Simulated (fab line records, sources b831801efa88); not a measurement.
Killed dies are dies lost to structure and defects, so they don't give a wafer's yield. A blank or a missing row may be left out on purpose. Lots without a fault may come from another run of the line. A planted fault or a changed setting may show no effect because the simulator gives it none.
fab line records | flow sky130
record lots=13 wafers=39 last_day=50
route steps=708 shown CAPM@539 METAL4@598 METAL5@665 PASSIVATION@683 PAD_OPEN@708
lots that met no fault: from a run of the same line without faults
start_h: hours from the record's first day to the start of the lot's first wafer shown | wait_h: hours since the lot's step before | " the same as in the row above | L1.1+2: a row that stands for several wafers | - no value, or no start given | * or withheld: withheld | < > ~ a bound
route shown NAME@n: a module of which the file shows steps, and the number in the route of the first | usual: mean/standard deviation of fault-free wafers | same: alike in all rows | chamber/n: place in a boat | sites: the reading at each site | _std_site: their standard deviation | _edge_site: outer sites' mean less inner sites' | radius_mm: how far each site lies from the wafer's centre | mask NAME#n: copy n | behind: the tool/chamber that last shaped the wafer | hold: why the lot was held/for how many hours/how that ended | device: the transistor (n, p or np) that didn't switch | end of line: the same wafers' tests at the end of the route | a step without rows: its recipe alone | killed: dies lost to structure and defects at the first sort, not the wafer's yield | map: a wafer's dies, x killed, . not, _ none there
set.NAME: the setting as run; set.NAME@STEP: as run at that earlier step | model.NAME: the simulator's own value behind a step, which no gauge read
steps of the route over a sample of lots; a table a step, a row a wafer
services: from which hour (start_h, from the record's first day; less than 0 if before it) a tool's chamber was out of use, for how many hours, and why
## steps
# step SKY_CAPM_SPUTTER_02
# recipe material=TiN target_thk_nm=200 temp_c=300 power_w=6500 time_s=166.7 chamber_pressure_pa=0.4
# usual throttle_valve_pct=29.5/0.98
# columns lot.wafer tool chamber start_h wait_h throttle_valve_pct
L480.2 pvd_sputter-04 - 860.68 0.0 31.5
L480.4 " - " " 29.9
L480.5 " - " " 29.3
L481.4 pvd_sputter-04 - 864.02 0.0 31.7
L481.5 " - " " 29.9
L481.6 " - " " 29.2
L482.1 pvd_sputter-04 - 869.38 0.1 30.0
L482.4 " - " " 31.6
L482.5 " - " " 29.5
L485.2 pvd_sputter-01 - 894.28 0.0 29.9
L485.3 " - " " 30.5
L485.6 " - " " 30.5
L486.2 pvd_sputter-02 - 903.93 0.0 28.4
L486.3 " - " " 28.5
L486.4 " - " " 28.6
L487.2 pvd_sputter-02 - 905.66 0.0 28.5
L487.3 " - " " 28.8
L487.4 " - " " 28.4
L488.4 pvd_sputter-02 - 918.13 0.0 28.3
L488.5 " - " " 28.1
L488.6 " - " " 28.5
L489.1 pvd_sputter-02 - 933.34 0.1 28.7
L489.3 " - " " 28.5
L489.5 " - " " 28.4
L490.2 pvd_sputter-02 - 945.91 0.0 28.6
L490.3 " - " " 28.6
L490.4 " - " " 28.7
L495.1 pvd_sputter-04 - 970.33 0.1 31.6
L495.2 " - " " 30.3
L495.5 " - " " 29.5
L496.2 pvd_sputter-02 - 973.40 0.0 28.7
L496.3 " - " " 28.5
L496.6 " - " " 28.7
L498.2 pvd_sputter-02 - 986.43 0.0 28.2
L498.5 " - " " 28.8
L498.6 " - " " 28.8
L502.2 pvd_sputter-01 - 1009.94 0.0 29.9
L502.4 " - " " 30.4
L502.6 " - " " 30.2
# step SKY_METAL4_SPUTTER_00
# recipe material=Ti target_thk_nm=15 power_w=3000 time_s=10 chamber_pressure_pa=0.4
# usual throttle_valve_pct=29.2/0.88
# columns lot.wafer tool chamber start_h wait_h throttle_valve_pct
L480.2 pvd_sputter-03 - 941.05 0.1 28.1
L480.4 " - " " 30.4
L480.5 " - " " 30.8
L481.4 pvd_sputter-02 - 943.99 0.1 28.6
L481.5 " - " " 28.5
L481.6 " - " " 28.9
L482.1 pvd_sputter-02 - 947.68 0.2 28.7
L482.4 " - " " 28.7
L482.5 " - " " 28.7
L485.2 pvd_sputter-02 - 972.34 0.1 28.7
L485.3 " - " " 28.8
L485.6 " - " " 28.8
L486.2 pvd_sputter-02 - 981.04 0.2 28.6
L486.3 " - " " 28.5
L486.4 " - " " 28.5
L487.2 pvd_sputter-02 - 982.17 0.1 28.8
L487.3 " - " " 29.1
L487.4 " - " " 28.6
L488.4 pvd_sputter-01 - 994.40 0.3 30.5
L488.5 " - " " 29.7
L488.6 " - " " 30.4
L489.1 pvd_sputter-01 - 1008.42 0.1 30.3
L489.3 " - " " 30.4
L489.5 " - " " 30.6
L490.2 pvd_sputter-02 - 1020.59 0.2 28.9
L490.3 " - " " 29.0
L490.4 " - " " 28.5
L495.1 pvd_sputter-02 - 1042.13 0.1 28.9
L495.2 " - " " 28.9
L495.5 " - " " 28.5
L496.2 pvd_sputter-03 - 1044.88 0.1 30.9
L496.3 " - " " 29.3
L496.6 " - " " 28.0
L498.2 pvd_sputter-02 - 1056.24 0.1 28.8
L498.5 " - " " 28.8
L498.6 " - " " 28.6
L502.2 pvd_sputter-01 - 1079.19 0.1 30.8
L502.4 " - " " 30.0
L502.6 " - " " 30.4
# step SKY_METAL5_SPUTTER_04
# recipe material=TiN target_thk_nm=70 power_w=6500 time_s=58.3 chamber_pressure_pa=0.4
# usual throttle_valve_pct=30.1/0.81
# columns lot.wafer tool chamber start_h wait_h throttle_valve_pct
L480.2 pvd_sputter-04 - 1016.22 0.0 31.6
L480.4 " - " " 31.6
L480.5 " - " " 29.3
L481.4 pvd_sputter-04 - 1018.14 0.0 31.7
L481.5 " - " " 29.8
L481.6 " - " " 29.9
L482.1 pvd_sputter-04 - 1022.15 0.0 31.5
L482.4 " - " " 30.0
L482.5 " - " " 29.1
L485.2 pvd_sputter-01 - 1045.55 0.0 29.9
L485.3 " - " " 30.4
L485.6 " - " " 30.3
L486.2 pvd_sputter-01 - 1052.86 0.0 30.8
L486.3 " - " " 30.3
L486.4 " - " " 30.4
L487.2 pvd_sputter-03 - 1053.57 0.0 28.2
L487.3 " - " " 29.6
L487.4 " - " " 30.9
L488.4 pvd_sputter-04 - 1063.92 0.0 29.6
L488.5 " - " " 29.3
L488.6 " - " " 31.4
L489.1 pvd_sputter-01 - 1077.72 0.0 30.5
L489.3 " - " " 30.8
L489.5 " - " " 30.5
L490.2 pvd_sputter-01 - 1089.73 0.0 30.0
L490.3 " - " " 30.3
L490.4 " - " " 30.2
L495.1 pvd_sputter-03 - 1109.01 0.0 29.4
L495.2 " - " " 28.0
L495.5 " - " " 28.1
L496.2 pvd_sputter-01 - 1112.06 0.0 30.1
L496.3 " - " " 30.5
L496.6 " - " " 29.8
L498.2 pvd_sputter-04 - 1121.56 0.0 29.7
L498.5 " - " " 29.9
L498.6 " - " " 29.7
L502.2 pvd_sputter-04 - 1142.73 0.0 29.6
L502.4 " - " " 29.3
L502.6 " - " " 29.4
# step SKY_PASSIVATION_CVD_02
# recipe material=Si3N4 target_thk_nm=540 temp_c=400 time_s=withheld rf_w=450
# usual heater_power_w=714/110
# columns lot.wafer tool chamber start_h wait_h heater_power_w
L480.2 pecvd-01 2 1039.23 0.0 942
L480.4 " 1 " " 843
L480.5 " 2 " " 972
L481.4 pecvd-03 0 1040.60 0.1 625
L481.5 " 2 " " 681
L481.6 " 1 " " 699
L482.1 pecvd-01 1 1044.93 0.1 656
L482.4 " 1 " " 710
L482.5 " 2 " " 914
L485.2 pecvd-04 1 1067.81 0.0 595
L485.3 " 0 " " 686
L485.6 " 1 " " 625
L486.2 pecvd-01 0 1075.08 0.0 751
L486.3 " 2 " " 857
L486.4 " 2 " " 943
L487.2 pecvd-04 0 1075.66 0.0 620
L487.3 " 1 " " 645
L487.4 " 1 " " 649
L488.4 pecvd-03 2 1086.32 0.1 826
L488.5 " 0 " " 594
L488.6 " 1 " " 768
L489.1 pecvd-03 1 1099.25 0.1 781
L489.3 " 0 " " 629
L489.5 " 2 " " 772
L490.2 pecvd-01 1 1111.06 0.0 820
L490.3 " 2 " " 974
L490.4 " 2 " " 799
L495.1 pecvd-04 1 1129.25 0.1 632
L495.2 " 2 " " 635
L495.5 " 1 " " 651
L496.2 pecvd-04 1 1131.67 0.0 650
L496.3 " 1 " " 668
L496.6 " 1 " " 672
L498.2 pecvd-01 0 1141.84 0.0 682
L498.5 " 2 " " 921
L498.6 " 0 " " 733
L502.2 pecvd-04 0 1161.48 0.0 585
L502.4 " 0 " " 617
L502.6 " 2 " " 568
# step SKY_PAD_OPEN_PROBE_99
# usual defect_limited_yield=82.3/1.9 killed_at_M0_to_M3=44/6.9 killed_at_M4_up=3.3/2.1 killed_at_contacts=24/4.8 killed_at_front_end=15/4.4 killed_at_other=0.2/0.48 killed_dies=87/9.5 killed_open=48/6.5 killed_short=39/6.3 sort_bin_3_pad_short=0.9/0.48 sort_bin_5_function=10.5/1.5 sort_bin_6_memory=6.3/1.1 sort_n_pass=405/9.5 sort_yield_pct=82.3/1.9
# same gross_dies=492 killed_at_back_side=0 sort_bin_4_leakage[%]=0 sort_bin_8_speed[%]=0
# columns lot.wafer tool chamber start_h wait_h defect_limited_yield[%] killed_at_M0_to_M3 killed_at_M4_up killed_at_contacts killed_at_front_end killed_at_other killed_dies killed_open killed_short sort_bin_3_pad_short[%] sort_bin_5_function[%] sort_bin_6_memory[%] sort_n_pass sort_yield_pct[%]
L481.4 prober-01 - 1086.18 0.2 82.7 43 3 28 11 0 85 52 33 0.8 10.8 5.7 407 82.7
L481.5 prober-01 - 1086.23 0.2 79.5 47 3 25 26 0 101 59 42 0 13.0 7.5 391 79.5
L481.6 prober-01 - 1086.28 0.2 83.1 42 2 28 11 0 83 57 26 0.4 9.1 7.3 409 83.1
L490.2 prober-01 - 1152.20 0.1 82.5 44 5 22 15 0 86 50 36 0.6 11.2 5.7 406 82.5
L490.3 prober-01 - 1152.25 0.2 83.7 40 2 26 12 0 80 43 37 0.6 10.6 5.1 412 83.7
L490.4 prober-01 - 1152.30 0.2 81.5 50 6 20 15 0 91 50 41 0.8 12.6 5.1 401 81.5
L496.2 prober-01 - 1170.35 0.1 69.9 49 3 21 23 52 148 53 42 2.0 19.7 8.3 344 69.9
L496.3 prober-01 - 1170.40 0.2 79.7 47 4 28 21 0 100 59 36 0.2 12.2 7.9 392 79.7
L496.6 prober-01 - 1170.55 0.2 85.2 28 2 21 22 0 73 40 33 1.2 10.2 3.5 419 85.2
L498.2 prober-01 - 1180.04 0.1 80.9 45 3 25 20 1 94 53 41 0.8 11.6 6.7 398 80.9
L498.5 prober-01 - 1180.19 0.2 81.5 57 2 19 13 0 91 51 40 1.0 9.1 8.3 401 81.5
L498.6 prober-01 - 1180.24 0.2 72.6 43 4 20 18 50 135 45 40 1.6 18.7 7.1 357 72.6
# killed by level:class
L481.4 VIA1:geometric_particle:open=16 CONTACT:geometric_particle:open=11 LI_CONTACT:geometric_particle:open=7 METAL1:geometric_particle:short=7 VIA2:geometric_particle:open=6 CONTACT:geometric_particle:short=5 VIA1:geometric_particle:short=5 FIELD_ISO:geometric_particle:open=4
L481.5 VIA1:geometric_particle:open=10 CONTACT:geometric_particle:open=9 FIELD_ISO:geometric_particle:open=8 VIA3:geometric_particle:open=8 CONTACT:geometric_particle:short=7 LI_CONTACT:geometric_particle:open=6 METAL2:geometric_particle:short=6 FIELD_ISO:geometric_particle:short=5
L481.6 CONTACT:geometric_particle:open=12 LI_CONTACT:geometric_particle:open=11 VIA1:geometric_particle:open=9 VIA3:geometric_particle:open=7 VIA2:geometric_particle:open=5 CONTACT:geometric_particle:short=4 METAL1:geometric_particle:short=4 METAL2:geometric_particle:short=4
L490.2 VIA3:geometric_particle:open=10 VIA1:geometric_particle:open=8 FIELD_ISO:geometric_particle:open=6 FIELD_ISO:geometric_particle:short=6 LI_CONTACT:geometric_particle:open=6 VIA2:geometric_particle:open=6 CONTACT:geometric_particle:open=6 METAL1:geometric_particle:short=4
L490.3 VIA1:geometric_particle:open=10 LI_CONTACT:geometric_particle:open=8 CONTACT:geometric_particle:open=7 VIA1:geometric_particle:short=6 VIA3:geometric_particle:open=5 POLY_GATE:geometric_particle:short=4 LOCAL_INTERCONNECT:geometric_particle:short=4 METAL1:geometric_particle:short=4
L490.4 VIA1:geometric_particle:open=9 CONTACT:geometric_particle:open=7 METAL1:geometric_particle:short=7 VIA3:geometric_particle:open=7 POLY_GATE:geometric_particle:open=6 VIA2:geometric_particle:open=6 CONTACT:geometric_particle:short=5 VIA1:geometric_particle:short=5
L496.2 CAPM:unspecified=52 VIA2:geometric_particle:open=13 VIA1:geometric_particle:open=10 LI_CONTACT:geometric_particle:open=9 METAL1:geometric_particle:short=7 POLY_GATE:geometric_particle:open=6 VIA2:geometric_particle:short=6 FIELD_ISO:geometric_particle:open=5
L496.3 VIA1:geometric_particle:short=9 LI_CONTACT:geometric_particle:open=9 VIA3:geometric_particle:open=9 VIA1:geometric_particle:open=8 CONTACT:geometric_particle:open=8 FIELD_ISO:geometric_particle:open=7 VIA2:geometric_particle:open=6 POLY_GATE:geometric_particle:open=6
L496.6 CONTACT:geometric_particle:open=9 VIA2:geometric_particle:open=7 POLY_GATE:geometric_particle:short=6 VIA1:geometric_particle:open=6 FIELD_ISO:geometric_particle:short=5 CONTACT:geometric_particle:short=5 METAL1:geometric_particle:short=5 FIELD_ISO:geometric_particle:open=4
L498.2 CONTACT:geometric_particle:open=12 VIA1:geometric_particle:open=12 VIA2:geometric_particle:open=7 FIELD_ISO:geometric_particle:short=6 POLY_GATE:geometric_particle:short=5 VIA2:geometric_particle:short=5 POLY_GATE:geometric_particle:open=4 VIA3:geometric_particle:open=4
L498.5 VIA1:geometric_particle:open=15 VIA2:geometric_particle:open=8 VIA1:geometric_particle:short=7 LI_CONTACT:geometric_particle:open=7 METAL2:geometric_particle:short=7 METAL1:geometric_particle:short=6 CONTACT:geometric_particle:short=6 VIA3:geometric_particle:open=6
L498.6 CAPM:unspecified=50 VIA3:geometric_particle:open=10 VIA1:geometric_particle:open=9 CONTACT:geometric_particle:open=8 VIA1:geometric_particle:short=8 LI_CONTACT:geometric_particle:open=6 POLY_GATE:geometric_particle:open=4 POLY_GATE:geometric_particle:short=4
## services
# columns tool chamber start_h hours kind
pecvd-04 2 889.92 2.1 scheduled_down
pvd_sputter-02 - 913.45 2.1 repair
pvd_sputter-01 - 917.61 70.1 repair
pvd_sputter-04 - 931.62 4.3 repair
pecvd-03 - 943.70 0.3 repair
pvd_sputter-02 - 960.08 1.2 repair
pecvd-01 2 963.91 6.5 repair
pvd_sputter-03 - 969.41 24.1 repair
pvd_sputter-02 - 974.01 4.9 repair
pecvd-03 0 985.48 8.2 repair
pvd_sputter-01 - 1005.04 1.1 repair
pvd_sputter-04 - 1042.56 3.5 repair
pecvd-01 - 1078.07 2.1 repair
pecvd-04 - 1083.54 6.0 pm
pecvd-01 - 1111.47 14.6 pm
pvd_sputter-01 - 1114.84 2.6 repair
pvd_sputter-03 - 1115.12 3.4 repair
pvd_sputter-04 - 1129.60 3.5 repair
pvd_sputter-03 - 1136.29 9.7 repair
pvd_sputter-03 - 1137.31 2.6 repair
pecvd-01 - 1140.10 0.3 repair
pecvd-03 1 1147.06 16.1 repair
pecvd-04 1 1152.56 9.1 repair
pecvd-01 - 1160.62 6.5 repair
## key
first_sign step=SKY_PAD_OPEN_PROBE_99 reading=killed_at_other direction=up sigmas=51 usual=0.2 struck=51
effect step=SKY_PAD_OPEN_PROBE_99 reading=killed_dies direction=up sigmas=5.8 usual=87 struck=142
met_at SKY_CAPM_SPUTTER_02
struck_lots L496,L498
struck_wafers L496.2,L498.6
not_acting_at SKY_METAL4_SPUTTER_00,SKY_METAL5_SPUTTER_04,SKY_PASSIVATION_CVD_02
onset_between 933.34 973.40
fault kind=chamber_particle_source tool=pvd_sputter-02 chamber=- onset_h=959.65 steps=SKY_CAPM_SPUTTER_02 rate_per_visit_cm2=0.60199 end_h=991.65 scope=struck_wafers_only
